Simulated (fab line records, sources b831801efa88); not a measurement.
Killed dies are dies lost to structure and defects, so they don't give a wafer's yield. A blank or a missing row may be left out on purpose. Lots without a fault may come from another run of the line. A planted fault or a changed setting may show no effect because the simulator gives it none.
A struck lot beside a sound one | flow sky130 | 28 steps out of a route of 708
Sound: wafers L331.2, L331.3, L331.5. Struck: wafers L339.1, L339.2, L339.6. The cause comes at the end.
At each step with rows: each side's tool, then ch and its chambers, then its first start. Under that, the readings that differ: sound wafers | struck wafers | difference of the means | sigmas: that difference in standard deviations of wafers without a fault.
alike: readings whose means differ by less than 2 such deviations, and words and numbers that are the same on both sides. not compared: withheld readings, readings that some wafer has no value for, bounds like >300 that may hide the same value, and numbers for which the record gives no deviation and whose values overlap.
The two part at a step that has a row with sigmas, a row that says differs or no value, or rows on one side only. Numbers that don't overlap but have no deviation are shown without sigmas and don't part them. A reading that every wafer of one side lacks parts them only if that side has two wafers or more.

SKY_LI_CONTACT_OVL_MEAS_13:
  sound on overlay-02, day 33 06:37; struck on overlay-02, day 35 08:11
  alike: LI_CONTACT_OVL
then, 1 step without rows for these wafers: SKY_LI_CONTACT_ETCH_14 (etches BARC in N2/H2, stops on SiO2, time 45.9 s, target depth 60 nm).
SKY_LI_CONTACT_ETCH_15: etches PSG in C4F8/O2/Ar, stops on Si, target depth 600 nm.
  sound on rie_diel-03 ch 1,2,3, day 33 06:41; struck on rie_diel-01 ch 2,3, day 35 08:16
  alike: bias_w, oes_product_au
SKY_LI_CONTACT_STRIP_16: strips in O2/N2.
  sound on plasma_asher-02 ch 1, day 33 06:47; struck on plasma_asher-02 ch 0,1, day 35 08:21
  alike: drypump_motor_current_A, oes_product_au, strip_time_to_endpoint_s
  not compared: rf_hours_counter_h
then, 3 steps without rows for these wafers: SKY_LI_CONTACT_CLEAN_17 (cleans in NMP, time 600 s); SKY_LI_CONTACT_PRE_CLEAN_18 (time 5.6 s); SKY_LI_CONTACT_SPUTTER_19 (material Ti, target thk 20 nm, time 106.37 s).
SKY_LI_CONTACT_SPUTTER_20: material TiN, target thk 20 nm, time 80 s.
  sound on pvd_sputter-04, day 33 07:09; struck on pvd_sputter-03, day 35 08:46
  alike: throttle_valve_pct
then, 1 step without rows for these wafers: SKY_LI_CONTACT_CVD_21 (deposits W, target thk 400 nm, time 120.56 s).
SKY_LI_CONTACT_RS_MEAS_22: measures by four-point-probe.
  sound on film_metro-03, day 33 07:22; struck on film_metro-03, day 35 08:56
  alike: LI_CONTACT_W_RS
SKY_LI_CONTACT_THK_MEAS_23: measures by xrf.
  sound on film_metro-03, day 33 07:28; struck on film_metro-03, day 35 09:04
  alike: LI_CONTACT_W_THK
SKY_LI_CONTACT_CMP_24: polishes, stops on PSG, t overpolish 20 s, target thk 0 nm.
  sound on cmp-01 ch 0,3, day 33 07:31; struck on cmp-01 ch 1,3, day 35 09:10
  alike: motor_current_A, overpolish_run_s, time_to_endpoint_s
SKY_LOCAL_INTERCONNECT_SPUTTER_00: material TiN, target thk 100 nm, time 83.3 s.
  sound on pvd_sputter-02, day 33 07:49; struck on pvd_sputter-01, day 35 09:25
  alike: substrate_temp_c, throttle_valve_pct
SKY_LOCAL_INTERCONNECT_RS_MEAS_01: measures by four-point-probe.
  sound on film_metro-01, day 33 07:54; struck on film_metro-01, day 35 09:46
  reading                            | sound             | struck            | difference | sigmas
  LOCAL_INTERCONNECT_TIN_RS (ohm/sq) | 14.32 14.44 14.42 | 17.31 17.01 17.11 | +2.75      | +21
  not compared: hold
SKY_LOCAL_INTERCONNECT_THK_MEAS_02: measures by xrf.
  sound on film_metro-01, day 33 08:01; struck on film_metro-01, day 35 19:48
  reading                         | sound          | struck         | difference | sigmas
  LOCAL_INTERCONNECT_TIN_THK (nm) | 97.4 96.7 97.1 | 84.3 85.7 85.8 | -11.8      | -14
  not compared: hold
then, 7 steps without rows for these wafers: SKY_LOCAL_INTERCONNECT_HMDS_04 (prime time 60 s); SKY_LOCAL_INTERCONNECT_COAT_05 (resist thk 60 nm); SKY_LOCAL_INTERCONNECT_COAT_06 (resist thk 456.8 nm); SKY_LOCAL_INTERCONNECT_SOFTBAKE_07 (time 90 s); SKY_LOCAL_INTERCONNECT_EXPOSE_08 (exposes mask LI1M, target cd 170 nm); SKY_LOCAL_INTERCONNECT_PEB_09; SKY_LOCAL_INTERCONNECT_DEVELOP_10 (develop time 60 s).
SKY_LOCAL_INTERCONNECT_CD_MEAS_11: target cd 170 nm.
  sound on cd_sem-01, day 34 10:14; struck on cd_sem-01, day 36 11:10
  alike: cd_nm
SKY_LOCAL_INTERCONNECT_OVL_MEAS_12:
  sound on overlay-01, day 34 10:20; struck on overlay-01, day 36 11:17
  reading                     | sound      | struck | difference | sigmas
  LOCAL_INTERCONNECT_OVL (nm) | -18 -16 -6 | 4 6 -5 | +15        | +3
SKY_LOCAL_INTERCONNECT_ETCH_13: etches BARC in N2/H2, stops on SiO2, time 45.9 s, target depth 60 nm.
  sound on rie_metal-02 ch 0,1, day 34 10:22; struck on rie_metal-04 ch 0,1, day 36 11:19
  reading                | sound                | struck               | difference | sigmas
  throttle_valve_pct (%) | 13.208 13.230 13.202 | 13.233 13.237 13.236 | +0.022     | +2
  alike: bias_w, drypump_motor_current_A, oes_product_au
  not compared: rf_hours_counter_h
SKY_LOCAL_INTERCONNECT_METAL_ETCH_14: etches TiN in Cl2/BCl3, stops on PSG, target depth 110 nm, time 31.4 s.
  sound on rie_metal-02 ch 0,1, day 34 10:26; struck on rie_metal-04 ch 0,1, day 36 11:23
  reading                | sound                | struck               | difference | sigmas
  oes_product_au (a.u.)  | 0.940 0.932 0.927    | 0.857 0.870 0.869    | -0.068     | -10
  throttle_valve_pct (%) | 21.904 21.902 21.917 | 21.948 21.947 21.950 | +0.041     | +4
  alike: bias_w, drypump_motor_current_A, mfc_cl2_sccm
  not compared: rf_hours_counter_h
then, 1 step without rows for these wafers: SKY_LOCAL_INTERCONNECT_STRIP_15 (strips in O2/N2).
-- the record jumps here: 14 days lie between the struck wafers' starts before and after (it left off in module LOCAL_INTERCONNECT and takes up again in module PAD_OPEN, whose first step shown is number 708 of the route) --
SKY_PAD_OPEN_PROBE_99:
  the record has rows for the struck wafers here (prober-02, day 50 02:08) and none for the sound ones

WHERE THEY PART
First at SKY_LOCAL_INTERCONNECT_RS_MEAS_01; last, within this record, at SKY_PAD_OPEN_PROBE_99.

WHY: what the simulator had put in
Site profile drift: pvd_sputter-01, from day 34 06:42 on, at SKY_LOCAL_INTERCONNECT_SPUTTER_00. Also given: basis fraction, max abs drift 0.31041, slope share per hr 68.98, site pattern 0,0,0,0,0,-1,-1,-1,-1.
